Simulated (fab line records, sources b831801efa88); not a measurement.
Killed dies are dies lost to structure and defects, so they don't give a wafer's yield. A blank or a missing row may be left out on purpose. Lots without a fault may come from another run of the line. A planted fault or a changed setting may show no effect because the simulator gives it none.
Tool commonality check | flow gf180mcu | 11 lots, 33 wafers sampled

WHY IT WAS OPENED
At GF_M2_CD_MEAS_14 the reading cd_nm is flagged on 1 of 11 lots. Wafers without a fault read 280.0 nm, standard deviation 1.2.
Rule: a lot is flagged when every wafer of it that has a number lies more than 4 standard deviations from that mean, or none has a number. The other lots count as sound.

lot  | measured     | on        | cd_nm (nm), wafer by wafer | flag
L630 | day 19 02:49 | cd_sem-01 | 280.8 279.6 280.9          |
L631 | day 19 13:33 | cd_sem-02 | 279.2 279.8 279.1          |
L632 | day 19 19:24 | cd_sem-02 | 278.8 278.3 280.0          |
L634 | day 20 21:19 | cd_sem-01 | 280.7 280.5 281.1          |
L635 | day 21 02:57 | cd_sem-01 | 281.6 279.6 280.5          |
L642 | day 23 17:58 | cd_sem-02 | 285.5 285.2 285.0          | FLAGGED
L648 | day 25 18:55 | cd_sem-01 | 282.5 281.8 282.6          |
L650 | day 26 05:07 | cd_sem-01 | 277.9 277.6 278.4          |
L651 | day 26 14:13 | cd_sem-01 | 279.2 279.2 280.4          |
L652 | day 26 20:07 | cd_sem-01 | 280.6 279.4 280.4          |
L653 | day 27 00:55 | cd_sem-01 | 279.4 281.0 280.3          |
The numbers of the flagged lots are 285.2 nm on average: +5.2 nm against the usual, or +4 standard deviations.

WHICH TOOL RAN EACH LOT
The record holds 4 process steps before the reading, out of a route of 602 steps. In each cell: the tool, then ch and the chambers that the sampled wafers went through, then the start.
lot  | flag    | GF_V1_CMP_26                  | GF_M2_SPUTTER_00             | GF_M2_SPUTTER_04             | GF_M2_COAT_09
L630 |         | cmp-02 ch 0,3, day 18 02:39   | pvd_sputter-01, day 18 02:57 | pvd_sputter-01, day 18 03:08 | litho_track-02 ch 0, day 18 14:59
L631 |         | cmp-01 ch 0,1,2, day 18 12:53 | pvd_sputter-02, day 18 13:11 | pvd_sputter-02, day 18 13:22 | litho_track-04 ch 0, day 19 00:43
L632 |         | cmp-01 ch 0,1,2, day 18 19:07 | pvd_sputter-01, day 18 19:25 | pvd_sputter-01, day 18 19:35 | litho_track-02 ch 0, day 19 07:00
L634 |         | cmp-01 ch 0,3, day 19 20:34   | pvd_sputter-04, day 19 20:49 | pvd_sputter-04, day 19 21:00 | litho_track-01 ch 0, day 20 08:58
L635 |         | cmp-02 ch 0,1,3, day 20 02:43 | pvd_sputter-02, day 20 02:58 | pvd_sputter-02, day 20 03:09 | litho_track-02 ch 0, day 20 14:51
L642 | FLAGGED | cmp-02 ch 0,3, day 22 18:44   | pvd_sputter-04, day 22 19:04 | pvd_sputter-04, day 22 19:15 | litho_track-02 ch 0, day 23 06:09
L648 |         | cmp-01 ch 0,1, day 24 20:46   | pvd_sputter-02, day 24 21:01 | pvd_sputter-02, day 24 21:11 | litho_track-04 ch 0, day 25 07:47
L650 |         | cmp-01 ch 0,1, day 25 06:46   | pvd_sputter-01, day 25 07:04 | pvd_sputter-01, day 25 07:15 | litho_track-04 ch 0, day 25 18:20
L651 |         | cmp-02 ch 0,1,3, day 25 16:29 | pvd_sputter-01, day 25 16:47 | pvd_sputter-01, day 25 16:58 | litho_track-01 ch 0, day 26 03:14
L652 |         | cmp-01 ch 0,1,3, day 25 23:16 | pvd_sputter-01, day 25 23:28 | pvd_sputter-01, day 25 23:40 | litho_track-04 ch 0, day 26 09:56
L653 |         | cmp-02 ch 0,3, day 26 04:08   | pvd_sputter-04, day 26 04:26 | pvd_sputter-04, day 26 04:37 | litho_track-04 ch 0, day 26 15:04
What these steps do:
- GF_V1_CMP_26: polishes, stops on SiO2, t overpolish 15 s, target thk 0 nm.
- GF_M2_SPUTTER_00: material Ti, target thk 37.5 nm, time 150 s.
- GF_M2_SPUTTER_04: material TiN, target thk 50 nm, time 41.7 s.
- GF_M2_COAT_09: resist thk 1000 nm.
- GF_M2_CD_MEAS_14: target cd 280 nm.

FLAGGED OVER TOTAL, TOOL BY TOOL (the gauges that took the reading come last)
step             | tool           | lots run | flagged | share of the flagged lots | sound lots run after its first flagged lot
GF_V1_CMP_26     | cmp-01         | 6        | 0       | none                      | -
GF_V1_CMP_26     | cmp-02         | 5        | 1       | all                       | 2 (L651,L653)
GF_M2_SPUTTER_00 | pvd_sputter-01 | 5        | 0       | none                      | -
GF_M2_SPUTTER_00 | pvd_sputter-02 | 3        | 0       | none                      | -
GF_M2_SPUTTER_00 | pvd_sputter-04 | 3        | 1       | all                       | 1 (L653)
GF_M2_SPUTTER_04 | pvd_sputter-01 | 5        | 0       | none                      | -
GF_M2_SPUTTER_04 | pvd_sputter-02 | 3        | 0       | none                      | -
GF_M2_SPUTTER_04 | pvd_sputter-04 | 3        | 1       | all                       | 1 (L653)
GF_M2_COAT_09    | litho_track-01 | 2        | 0       | none                      | -
GF_M2_COAT_09    | litho_track-02 | 4        | 1       | all                       | 0
GF_M2_COAT_09    | litho_track-04 | 5        | 0       | none                      | -
GF_M2_CD_MEAS_14 | cd_sem-01      | 8        | 0       | none                      | -
GF_M2_CD_MEAS_14 | cd_sem-02      | 3        | 1       | all                       | 0

WHAT THE TABLE ALLOWS
5 rows of the table ran every flagged lot: cmp-02 at GF_V1_CMP_26, pvd_sputter-04 at GF_M2_SPUTTER_00, pvd_sputter-04 at GF_M2_SPUTTER_04, litho_track-02 at GF_M2_COAT_09, cd_sem-02 at GF_M2_CD_MEAS_14.
- cmp-02 at GF_V1_CMP_26: 1 of its 5 lots flagged. Sound lots ran on it after the first flagged one (L651, L653), which a lasting fault on the whole tool wouldn't allow.
- pvd_sputter-04 at GF_M2_SPUTTER_00: 1 of its 3 lots flagged. Sound lots ran on it after the first flagged one (L653), which a lasting fault on the whole tool wouldn't allow.
- pvd_sputter-04 at GF_M2_SPUTTER_04: 1 of its 3 lots flagged. Sound lots ran on it after the first flagged one (L653), which a lasting fault on the whole tool wouldn't allow.
- litho_track-02 at GF_M2_COAT_09: 1 of its 4 lots flagged. Its last sound lot is L635 (day 20 14:51), its first flagged lot L642 (day 23 06:09): a fault that began between those two fits.
- cd_sem-02 at GF_M2_CD_MEAS_14: 1 of its 3 lots flagged. Its last sound lot is L632 (day 19 19:24), its first flagged lot L642 (day 23 17:58): a fault that began between those two fits.
Counting lots can't tell these 2 tools apart, because each fits a fault that began at some hour. More lots, or a look at what each step does to the wafer, might.

WHAT THE SIMULATOR HAD PUT IN
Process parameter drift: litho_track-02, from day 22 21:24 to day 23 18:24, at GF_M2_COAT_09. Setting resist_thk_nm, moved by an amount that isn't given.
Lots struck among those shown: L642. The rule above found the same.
